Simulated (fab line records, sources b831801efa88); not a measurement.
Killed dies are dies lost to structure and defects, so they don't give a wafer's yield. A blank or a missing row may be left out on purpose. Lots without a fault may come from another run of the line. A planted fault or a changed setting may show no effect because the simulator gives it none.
fab line records | flow sky130
record lots=15 wafers=45 last_day=50
route steps=708 shown POLY_GATE@228 LDD_HVN@276 LDD_HVP@287
lots that met no fault: from a run of the same line without faults
start_h: hours from the record's first day to the start of the lot's first wafer shown | wait_h: hours since the lot's step before | " the same as in the row above | L1.1+2: a row that stands for several wafers | - no value, or no start given | * or withheld: withheld | < > ~ a bound
route shown NAME@n: a module of which the file shows steps, and the number in the route of the first | usual: mean/standard deviation of fault-free wafers | same: alike in all rows | chamber/n: place in a boat | sites: the reading at each site | _std_site: their standard deviation | _edge_site: outer sites' mean less inner sites' | radius_mm: how far each site lies from the wafer's centre | mask NAME#n: copy n | behind: the tool/chamber that last shaped the wafer | hold: why the lot was held/for how many hours/how that ended | device: the transistor (n, p or np) that didn't switch | end of line: the same wafers' tests at the end of the route | a step without rows: its recipe alone | killed: dies lost to structure and defects at the first sort, not the wafer's yield | map: a wafer's dies, x killed, . not, _ none there
set.NAME: the setting as run; set.NAME@STEP: as run at that earlier step | model.NAME: the simulator's own value behind a step, which no gauge read
steps of the route over a sample of lots; a table a step, a row a wafer
services: from which hour (start_h, from the record's first day; less than 0 if before it) a tool's chamber was out of use, for how many hours, and why
## steps
# step SKY_POLY_GATE_OVL_MEAS_14
# usual POLY_GATE_OVL=0/5.8
# columns lot.wafer tool chamber start_h wait_h POLY_GATE_OVL[nm]
L383.2 overlay-01 - 359.88 0.1 5
L383.3 " - " " 0
L383.4 " - " " 1
L384.1 overlay-01 - 381.87 0.1 9
L384.5 " - " " 11
L384.6 " - " " 11
L389.1 overlay-02 - 417.42 0.1 -4
L389.3 " - " " 1
L389.4 " - " " 1
L391.2 overlay-01 - 432.53 0.1 -1
L391.4 " - " " 0
L391.6 " - " " 0
L392.3 overlay-01 - 445.72 0.1 0
L392.4 " - " " -11
L392.5 " - " " -1
L393.2 overlay-02 - 461.52 0.1 8
L393.3 " - " " 2
L393.5 " - " " -3
L394.3 overlay-01 - 482.23 0.1 9
L394.5 " - " " 7
L394.6 " - " " -1
L396.1 overlay-01 - 485.87 0.1 -4
L396.3 " - " " -9
L396.4 " - " " 0
L397.1 overlay-02 - 495.82 0.1 6
L397.3 " - " " 7
L397.5 " - " " 2
L400.2 overlay-02 - 517.72 0.1 -1
L400.3 " - " " -9
L400.6 " - " " 4
L401.1 overlay-01 - 524.51 0.1 2
L401.3 " - " " 0
L401.5 " - " " 6
L402.1 overlay-01 - 534.07 0.1 -1
L402.3 " - " " -1
L402.6 " - " " -5
L403.1 overlay-01 - 551.87 0.1 -7
L403.5 " - " " -1
L403.6 " - " " 0
L405.3 overlay-02 - 565.27 0.1 10
L405.4 " - " " 6
L405.6 " - " " 6
L406.2 overlay-02 - 572.33 0.1 -7
L406.3 " - " " -9
L406.5 " - " " -6
# step SKY_POLY_GATE_ETCH_15
# recipe chemistry=N2/H2 target=BARC ion_energy_ev=200 source_w=500 bias_w=100 pressure_mtorr=30 n2_flow_sccm=100 h2_flow_sccm=200 stop_on=SiO2 time_s=118.5 target_depth_a=1100
# usual drypump_motor_current_A=6.0/0.44 oes_product_au=0.716/0.0049 throttle_valve_pct=13.214/0.0087
# columns lot.wafer tool chamber start_h wait_h drypump_motor_current_A oes_product_au rf_hours_counter_h throttle_valve_pct
L383.2 rie_diel-03 1 359.91 0.0 6.6 0.712 65 13.226
L383.3 " 0 " " 5.5 0.715 94 13.203
L383.4 " 3 " " 5.7 0.719 42 13.218
L384.1 rie_diel-03 0 381.91 0.0 5.5 0.726 95 13.214
L384.5 " 1 " " 6.6 0.722 - 13.202
L384.6 " 2 " " 6.2 0.722 - 13.199
L389.1 rie_diel-02 3 417.46 0.0 5.7 0.709 107 13.219
L389.3 " 0 " " 6.5 0.720 51 13.206
L389.4 " 1 " " 5.2 0.717 58 13.213
L391.2 rie_diel-02 0 432.56 0.0 6.5 0.713 52 13.219
L391.4 " 1 " " 5.2 0.710 - 13.209
L391.6 " 0 " " 6.5 0.716 - 13.209
L392.3 rie_diel-03 0 445.75 0.0 5.5 0.711 96 13.217
L392.4 " 2 " " 6.2 0.703 70 13.218
L392.5 " 3 " " 5.7 0.717 - 13.222
L393.2 rie_diel-02 2 461.55 0.0 6.1 0.715 16 13.212
L393.3 " 0 " " 6.6 0.715 52 13.212
L393.5 " 3 " " 5.7 0.722 - 13.199
L394.3 rie_diel-02 0 482.26 0.0 6.6 0.711 53 13.216
L394.5 " 0 " " 6.5 0.711 - 13.204
L394.6 " 1 " " 5.3 0.723 - 13.209
L396.1 rie_diel-04 1 485.91 0.0 6.8 0.717 2 13.217
L396.3 " 3 " " 6.0 0.720 5 13.211
L396.4 " 2 " " 6.1 0.723 4 13.208
L397.1 rie_diel-04 1 495.86 0.0 6.8 0.715 2 13.209
L397.3 " 2 " " 6.1 0.720 4 13.220
L397.5 " 2 " " 6.0 0.712 - 13.227
L400.2 rie_diel-03 2 517.75 0.0 6.2 0.713 72 13.207
L400.3 " 0 " " 5.6 0.711 0 13.226
L400.6 " 1 " " 6.6 0.717 - 13.207
L401.1 rie_diel-04 1 524.55 0.0 6.8 0.712 3 13.221
L401.3 " 3 " " 5.9 0.725 6 13.227
L401.5 " 0 " " 5.9 0.702 - 13.225
L402.1 rie_diel-03 3 534.11 0.0 5.7 0.708 46 13.208
L402.3 " 1 " " 6.6 0.712 70 13.223
L402.6 " 3 " " 5.7 0.717 - 13.200
L403.1 rie_diel-04 3 551.91 0.0 5.9 0.712 7 13.215
L403.5 " 2 " " 6.0 0.717 - 13.217
L403.6 " 1 " " 6.8 0.710 - 13.213
L405.3 rie_diel-03 3 565.30 0.0 5.7 0.719 47 13.230
L405.4 " 1 " " 6.6 0.718 70 13.212
L405.6 " 1 " " 6.6 0.713 - 13.218
L406.2 rie_diel-03 0 572.36 0.0 5.5 0.713 2 13.200
L406.3 " 2 " " 6.2 0.713 74 13.231
L406.5 " 3 " " 5.7 0.713 - 13.212
# step SKY_POLY_GATE_ETCH_16
# recipe stop_on=poly-Si chemistry=CH3F/O2 target=Si3N4 source_w=400 bias_w=80 pressure_mtorr=25 ch3f_flow_sccm=40 O2_flow_sccm=30 time_s=147.5 target_depth_a=750
# usual O2_flow_sccm=30.01/0.09 drypump_motor_current_A=6.0/0.44 oes_product_au=0.640/0.0048 throttle_valve_pct=10.535/0.0091
# columns lot.wafer tool chamber start_h wait_h O2_flow_sccm drypump_motor_current_A oes_product_au rf_hours_counter_h throttle_valve_pct
L383.2 rie_diel-03 1 359.99 0.0 29.91 6.6 0.644 66 10.537
L383.3 " 0 " " 29.97 5.5 0.641 94 10.530
L383.4 " 3 " " 30.00 5.7 0.637 43 10.532
L384.1 rie_diel-03 0 381.99 0.0 30.01 5.5 0.639 95 10.536
L384.5 " 1 " " 30.10 6.6 0.643 - 10.524
L384.6 " 2 " " 30.16 6.2 0.641 - 10.526
L389.1 rie_diel-02 3 417.54 0.0 30.00 5.7 0.643 107 10.518
L389.3 " 0 " " 29.93 6.5 0.648 51 10.527
L389.4 " 1 " " 30.16 5.3 0.640 58 10.537
L391.2 rie_diel-02 0 432.64 0.0 29.92 6.6 0.638 52 10.534
L391.4 " 1 " " 29.96 5.2 0.639 - 10.537
L391.6 " 0 " " 30.06 6.5 0.636 - 10.517
L392.3 rie_diel-03 0 445.83 0.0 30.02 5.5 0.631 96 10.542
L392.4 " 2 " " 30.02 6.2 0.640 70 10.526
L392.5 " 3 " " 29.91 5.7 0.643 - 10.538
L393.2 rie_diel-02 2 461.63 0.0 30.03 6.1 0.644 16 10.522
L393.3 " 0 " " 30.11 6.5 0.648 52 10.535
L393.5 " 3 " " 30.20 5.7 0.642 - 10.539
L394.3 rie_diel-02 0 482.34 0.0 30.12 6.5 0.641 53 10.532
L394.5 " 0 " " 29.92 6.5 0.648 - 10.540
L394.6 " 1 " " 29.92 5.2 0.634 - 10.544
L396.1 rie_diel-04 1 485.99 0.0 30.11 6.8 0.635 2 10.546
L396.3 " 3 " " 29.88 6.0 0.642 6 10.535
L396.4 " 2 " " 29.97 6.0 0.640 4 10.547
L397.1 rie_diel-04 1 495.94 0.0 30.01 6.8 0.652 3 10.544
L397.3 " 2 " " 29.89 6.1 0.648 4 10.544
L397.5 " 2 " " 30.07 6.1 0.636 - 10.533
L400.2 rie_diel-03 2 517.83 0.0 30.00 6.2 0.640 72 10.524
L400.3 " 0 " " 30.12 5.5 0.635 1 10.523
L400.6 " 1 " " 30.04 6.6 0.642 - 10.542
L401.1 rie_diel-04 1 524.63 0.0 29.91 6.8 0.641 3 10.541
L401.3 " 3 " " 29.98 6.0 0.634 6 10.535
L401.5 " 0 " " 30.02 5.9 0.634 - 10.527
L402.1 rie_diel-03 3 534.19 0.0 29.97 5.7 0.631 46 10.530
L402.3 " 1 " " 29.93 6.6 0.631 70 10.546
L402.6 " 3 " " 30.14 5.7 0.631 - 10.543
L403.1 rie_diel-04 3 551.99 0.0 29.95 5.9 0.639 7 10.535
L403.5 " 2 " " 30.09 6.1 0.645 - 10.528
L403.6 " 1 " " 29.96 6.8 0.640 - 10.539
L405.3 rie_diel-03 3 565.38 0.0 30.02 5.7 0.643 47 10.546
L405.4 " 1 " " 30.07 6.6 0.644 70 10.531
L405.6 " 1 " " 29.93 6.6 0.643 - 10.529
L406.2 rie_diel-03 0 572.44 0.0 29.97 5.5 0.631 2 10.548
L406.3 " 2 " " 30.01 6.2 0.637 74 10.537
L406.5 " 3 " " 29.97 5.7 0.642 - 10.535
# step SKY_LDD_HVN_STRIP_09
# recipe chemistry=O2/N2 power_w=1400 pressure_mtorr=1500 platen_temp_c=withheld o2_flow_sccm=3000 n2_flow_sccm=300 overash_fraction=0.5
# usual chamber_pressure_mTorr=1500.0/1.4 drypump_motor_current_A=5.5/0.45 oes_product_au=0.408/0.0047 strip_time_to_endpoint_s=4.135/0.015
# columns lot.wafer tool chamber start_h wait_h chamber_pressure_mTorr drypump_motor_current_A oes_product_au rf_hours_counter_h strip_time_to_endpoint_s
L383.2 plasma_asher-01 0 465.56 0.1 1497.5 4.8 0.404 78 4.179
L383.3 " 0 " " 1502.3 4.8 0.413 - 4.170
L383.4 " 1 " " 1501.6 6.2 0.412 - 4.170
L384.1 plasma_asher-02 0 479.39 0.1 1498.3 5.3 0.405 36 4.118
L384.5 " 0 " " 1496.9 5.3 0.399 - 4.140
L384.6 " 1 " " 1499.5 5.4 0.412 - 4.127
L389.1 plasma_asher-02 0 514.73 0.1 1500.3 5.3 0.402 40 4.120
L389.3 " 1 " " 1501.8 5.3 0.397 - 4.116
L389.4 " 0 " " 1501.1 5.3 0.413 - 4.130
L391.2 plasma_asher-01 0 530.01 0.1 1500.4 4.8 0.404 84 4.117
L391.4 " 0 " " 1500.3 4.8 0.409 - 4.119
L391.6 " 1 " " 1500.4 6.2 0.404 - 4.128
L392.3 plasma_asher-02 0 542.22 0.1 - - - - -
L392.4 " 1 " " - - - - -
L392.5 " 0 " " - - - - -
L393.2 plasma_asher-02 0 558.16 0.1 - - - - -
L393.3 " 0 " " - - - - -
L393.5 " 0 " " - - - - -
L394.3 plasma_asher-01 0 578.64 0.1 - - - - -
L394.5 " 1 " " - - - - -
L394.6 " 0 " " - - - - -
L396.1 plasma_asher-02 0 583.11 0.1 1500.7 5.3 0.407 47 4.140
L396.3 " 1 " " 1497.2 5.4 0.409 - 4.148
L396.4 " 0 " " 1497.0 5.3 0.412 - 4.163
L397.1 plasma_asher-02 1 590.91 0.1 1502.4 5.4 0.413 47 4.147
L397.3 " 1 " " 1500.6 5.4 0.408 - 4.148
L397.5 " 0 " " 1500.6 5.3 0.408 - 4.130
L400.2 plasma_asher-01 1 611.34 0.1 1498.0 6.2 0.399 92 4.122
L400.3 " 0 " " 1501.0 4.8 0.402 - 4.139
L400.6 " 0 " " 1498.8 4.8 0.405 - 4.132
L401.1 plasma_asher-02 0 616.18 0.1 1499.5 5.3 0.406 50 4.145
L401.3 " 1 " " 1501.2 5.4 0.410 - 4.150
L401.5 " 0 " " 1499.2 5.3 0.415 - 4.128
L402.1 plasma_asher-01 0 627.39 0.1 1502.0 4.8 0.409 94 4.135
L402.3 " 1 " " 1500.5 6.2 0.408 - 4.133
L402.6 " 1 " " 1501.8 6.2 0.410 - 4.137
L403.1 plasma_asher-03 0 642.88 0.1 1497.4 5.4 0.407 80 4.137
L403.5 " 1 " " 1500.5 5.7 0.413 - 4.147
L403.6 " 0 " " 1500.2 5.4 0.399 - 4.144
L405.3 plasma_asher-03 0 653.97 0.1 1500.3 5.4 0.407 - 4.114
L405.4 " 1 " " 1499.9 5.7 0.399 - 4.115
L405.6 " 0 " " 1499.0 5.4 0.414 - 4.134
L406.2 plasma_asher-01 0 661.29 0.1 1499.1 4.8 0.416 97 4.146
L406.3 " 1 " " 1501.7 6.2 0.404 - 4.125
L406.5 " 1 " " 1500.3 6.2 0.410 - 4.135
# step SKY_LDD_HVP_STRIP_09
# recipe chemistry=O2/N2 power_w=1400 pressure_mtorr=1500 platen_temp_c=withheld o2_flow_sccm=3000 n2_flow_sccm=300 overash_fraction=0.5
# usual chamber_pressure_mTorr=1500.0/1.4 drypump_motor_current_A=5.57/0.26 oes_product_au=0.409/0.0045 strip_time_to_endpoint_s=4.133/0.013
# columns lot.wafer tool chamber start_h wait_h chamber_pressure_mTorr drypump_motor_current_A oes_product_au rf_hours_counter_h strip_time_to_endpoint_s
L383.2 plasma_asher-03 1 497.03 0.1 1500.1 5.76 0.409 66 4.145
L383.3 " 1 " " 1501.8 5.78 0.411 - 4.130
L383.4 " 0 " " 1502.3 5.36 0.409 - 4.122
L384.1 plasma_asher-02 0 510.64 0.1 1499.4 5.34 0.408 39 4.123
L384.5 " 1 " " 1499.1 5.41 0.412 - 4.146
L384.6 " 0 " " 1500.5 5.32 0.415 - 4.128
L389.1 plasma_asher-03 1 544.99 0.1 1500.4 5.75 0.402 71 4.141
L389.3 " 1 " " 1499.4 5.75 0.407 - 4.128
L389.4 " 0 " " 1496.5 5.36 0.406 - 4.143
L391.2 plasma_asher-02 1 559.98 0.1 1497.5 5.39 0.408 44 4.143
L391.4 " 1 " " 1499.2 5.35 0.409 - 4.145
L391.6 " 0 " " 1500.4 5.31 0.411 - 4.137
L392.3 plasma_asher-03 0 573.07 0.1 1500.4 5.36 0.604 - 8.920
L392.4 " 1 " " 1500.8 5.76 0.606 - 8.923
L392.5 " 1 " " 1500.9 5.78 0.597 - 8.919
L393.2 plasma_asher-04 0 588.38 0.1 1501.4 5.88 0.613 16 8.968
L393.3 " 1 " " 1499.6 6.01 0.606 - 8.984
L393.5 " 0 " " 1501.0 5.86 0.608 - 9.013
L394.3 plasma_asher-03 1 607.42 0.1 1499.8 5.73 0.607 - 8.952
L394.5 " 0 " " 1498.7 5.38 0.611 - 8.941
L394.6 " 1 " " 1502.5 5.74 0.609 - 8.926
L396.1 plasma_asher-04 1 612.44 0.1 1498.2 6.02 0.407 19 4.124
L396.3 " 1 " " 1502.0 5.99 0.412 - 4.121
L396.4 " 0 " " 1501.7 5.90 0.408 - 4.124
L397.1 plasma_asher-02 0 619.84 0.1 1501.9 5.30 0.404 50 4.130
L397.3 " 1 " " 1502.1 5.41 0.404 - 4.115
L397.5 " 1 " " 1499.7 5.41 0.410 - 4.127
L400.2 plasma_asher-03 1 639.98 0.1 1499.3 5.74 0.407 80 4.130
L400.3 " 1 " " 1497.9 5.75 0.404 - 4.137
L400.6 " 0 " " 1499.1 5.37 0.403 - 4.141
L401.1 plasma_asher-03 1 644.38 0.1 1499.8 5.77 0.415 81 4.130
L401.3 " 0 " " 1500.3 5.39 0.412 - 4.129
L401.5 " 0 " " 1500.1 5.36 0.412 - 4.108
L402.1 plasma_asher-03 1 654.63 0.1 1500.9 5.72 0.421 81 4.122
L402.3 " 0 " " 1500.0 5.36 0.405 - 4.123
L402.6 " 0 " " 1500.6 5.36 0.413 - 4.108
L403.1 plasma_asher-04 0 669.38 0.1 1500.7 5.86 0.409 25 4.119
L403.5 " 1 " " 1501.1 6.01 0.404 - 4.110
L403.6 " 0 " " 1498.9 5.85 0.410 - 4.116
L405.3 plasma_asher-02 1 680.92 0.1 1502.3 5.38 0.413 - 4.133
L405.4 " 0 " " 1500.1 5.35 0.413 - 4.123
L405.6 " 0 " " 1500.7 5.36 0.405 - 4.142
L406.2 plasma_asher-02 1 687.79 0.1 1503.4 5.31 0.406 57 4.141
L406.3 " 0 " " 1500.2 5.29 0.408 - 4.115
L406.5 " 1 " " 1498.9 5.35 0.413 - 4.134
# step SKY_LDD_HVP_TW_MEAS_10
# usual LDD_HVP_TW=461/4.4
# columns lot.wafer tool chamber start_h wait_h LDD_HVP_TW
L383.2 film_metro-03 - 497.14 0.1 465
L383.3 " - " " 464
L383.4 " - " " 466
L384.1 film_metro-01 - 510.74 0.1 459
L384.5 " - " " 461
L384.6 " - " " 458
L389.1 film_metro-04 - 545.09 0.1 456
L389.3 " - " " 458
L389.4 " - " " 457
L391.2 film_metro-01 - 560.09 0.1 459
L391.4 " - " " 458
L391.6 " - " " 459
L392.3 film_metro-04 - 573.16 0.1 30
L392.4 " - " " 30
L392.5 " - " " 30
L393.2 film_metro-03 - 588.49 0.1 31
L393.3 " - " " 31
L393.5 " - " " 31
L394.3 film_metro-04 - 607.51 0.1 30
L394.5 " - " " 30
L394.6 " - " " 30
L396.1 film_metro-03 - 612.54 0.1 465
L396.3 " - " " 470
L396.4 " - " " 467
L397.1 film_metro-01 - 619.94 0.1 460
L397.3 " - " " 460
L397.5 " - " " 460
L400.2 film_metro-01 - 640.09 0.1 457
L400.3 " - " " 455
L400.6 " - " " 455
L401.1 film_metro-03 - 644.48 0.1 467
L401.3 " - " " 467
L401.5 " - " " 470
L402.1 film_metro-01 - 654.73 0.1 456
L402.3 " - " " 455
L402.6 " - " " 456
L403.1 film_metro-04 - 669.48 0.1 459
L403.5 " - " " 458
L403.6 " - " " 458
L405.3 film_metro-03 - 681.01 0.1 472
L405.4 " - " " 465
L405.6 " - " " 469
L406.2 film_metro-03 - 687.90 0.1 467
L406.3 " - " " 468
L406.5 " - " " 468
## services
# columns tool chamber start_h hours kind
rie_diel-02 3 387.21 3.0 repair
rie_diel-03 0 388.84 7.2 repair
rie_diel-02 1 398.70 7.8 repair
rie_diel-04 0 429.67 7.1 repair
rie_diel-03 3 450.67 4.2 repair
rie_diel-04 - 458.91 17.3 repair
rie_diel-02 1 464.60 3.3 repair
rie_diel-03 3 468.94 9.3 repair
plasma_asher-03 - 469.04 2.8 pm
rie_diel-02 3 471.14 5.7 repair
rie_diel-03 3 508.56 5.1 repair
rie_diel-02 2 510.63 2.7 repair
rie_diel-02 0 513.14 5.7 repair
plasma_asher-02 - 549.55 1.1 repair
rie_diel-03 0 579.32 3.3 repair
rie_diel-02 0 580.50 19.8 repair
rie_diel-04 0 619.45 4.8 repair
rie_diel-04 - 621.03 2.8 pm
plasma_asher-02 - 623.57 4.3 repair
rie_diel-04 1 636.65 4.6 repair
rie_diel-03 1 646.57 11.1 repair
rie_diel-02 0 669.06 5.4 repair
rie_diel-02 2 671.71 14.9 repair
plasma_asher-03 - 685.57 7.5 repair
## key
first_sign step=SKY_LDD_HVN_STRIP_09 reading=tool_record direction=missing
effect step=SKY_LDD_HVP_STRIP_09 reading=strip_time_to_endpoint_s direction=up sigmas=99+ usual=* struck=*
effect step=SKY_LDD_HVP_TW_MEAS_10 reading=LDD_HVP_TW direction=down sigmas=98 usual=461 struck=30
met_at SKY_LDD_HVN_STRIP_09
struck_lots L392,L393,L394
sort_left_out L392.3,L392.4,L392.5,L393.2,L393.3,L393.5,L394.3,L394.5,L394.6
tester_left_out L392,L393,L394
not_acting_at SKY_POLY_GATE_OVL_MEAS_14,SKY_POLY_GATE_ETCH_15,SKY_POLY_GATE_ETCH_16
onset_between 530.01 542.22
fault kind=skipped_step_whole tool=plasma_asher-01,plasma_asher-02 chamber=- onset_h=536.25 steps=SKY_LDD_HVN_STRIP_09 scope=struck_lots_only
# tester_left_out: of these lots the tester's yield and bins aren't shown, on N5 and GAA mostly nor the transistor test; their killed dies are dies lost to structure and defects alone, not to doping, threshold or leakage, so they don't give the yield
# sort_left_out: the simulated sort isn't trusted on such a fault, so these wafers' sort isn't shown, and their yield isn't known
